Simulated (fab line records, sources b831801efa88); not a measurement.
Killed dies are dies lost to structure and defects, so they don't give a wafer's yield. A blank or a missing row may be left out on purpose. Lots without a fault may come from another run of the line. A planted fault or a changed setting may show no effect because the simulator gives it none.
A struck lot beside a sound one | flow gf180mcu | 14 steps out of a route of 602
Sound: wafers L721.3, L721.4, L721.6. Struck: wafers L732.1, L732.3, L732.6. The cause comes at the end.
At each step with rows: each side's tool, then ch and its chambers, then its first start. Under that, the readings that differ: sound wafers | struck wafers | difference of the means | sigmas: that difference in standard deviations of wafers without a fault.
alike: readings whose means differ by less than 2 such deviations, and words and numbers that are the same on both sides. not compared: withheld readings, readings that some wafer has no value for, bounds like >300 that may hide the same value, and numbers for which the record gives no deviation and whose values overlap.
The two part at a step that has a row with sigmas, a row that says differs or no value, or rows on one side only. Numbers that don't overlap but have no deviation are shown without sigmas and don't part them. A reading that every wafer of one side lacks parts them only if that side has two wafers or more.

first, 1 step without rows for these wafers: GF_V4_CVD_00 (deposits SiO2, target thk 600 nm, time 100 s).
GF_V4_THK_MEAS_01:
  sound on film_metro-03, day 25 19:16; struck on film_metro-04, day 29 04:19
  alike: V4_CVD_00_THK
GF_V4_CVD_02: deposits SiO2 from TEOS, target thk 850 nm, time 94.851 s.
  sound on pecvd-03 ch 1,2, day 25 19:19; struck on pecvd-03 ch 1,2, day 29 04:23
  alike: heater_power_w
  not compared: since_wet_clean_h
GF_V4_THK_MEAS_03:
  sound on film_metro-03, day 25 19:24; struck on film_metro-03, day 29 04:27
  alike: V4_CVD_02_THK
GF_V4_CMP_04: polishes SiO2.
  sound on cmp-02 ch 0,2, day 25 19:29; struck on cmp-01 ch 0,1, day 29 04:34
  alike: motor_current_A, time_to_endpoint_s
GF_V4_BOW_MEAS_05:
  sound on film_metro-04, day 25 19:47; struck on film_metro-04, day 29 04:49
  alike: V4_BOW
then, 6 steps without rows for these wafers: GF_V4_DEHYDRATE_06 (time 60 s); GF_V4_HMDS_07 (prime time 60 s); GF_V4_COAT_08; GF_V4_COAT_09 (resist thk 1000 nm); GF_V4_SOFTBAKE_10 (time 60 s); GF_V4_EXPOSE_11 (exposes mask Via4, target cd 260 nm).
GF_V4_PEB_12: peb time 90 s.
  sound on litho_track-02 ch 0, day 26 17:15; struck on litho_track-01, day 29 22:55
  no value came back on the struck wafers for chill_plate_temp_C (C), exhaust_pa (Pa), heater_power_total_W (W); on the sound wafers chill_plate_temp_C (C) reads 23.03 23.05 22.96
then, 1 step without rows for these wafers: GF_V4_DEVELOP_13 (develop time 60 s).

WHERE THEY PART
Only at GF_V4_PEB_12, within this record.

WHY: what the simulator had put in
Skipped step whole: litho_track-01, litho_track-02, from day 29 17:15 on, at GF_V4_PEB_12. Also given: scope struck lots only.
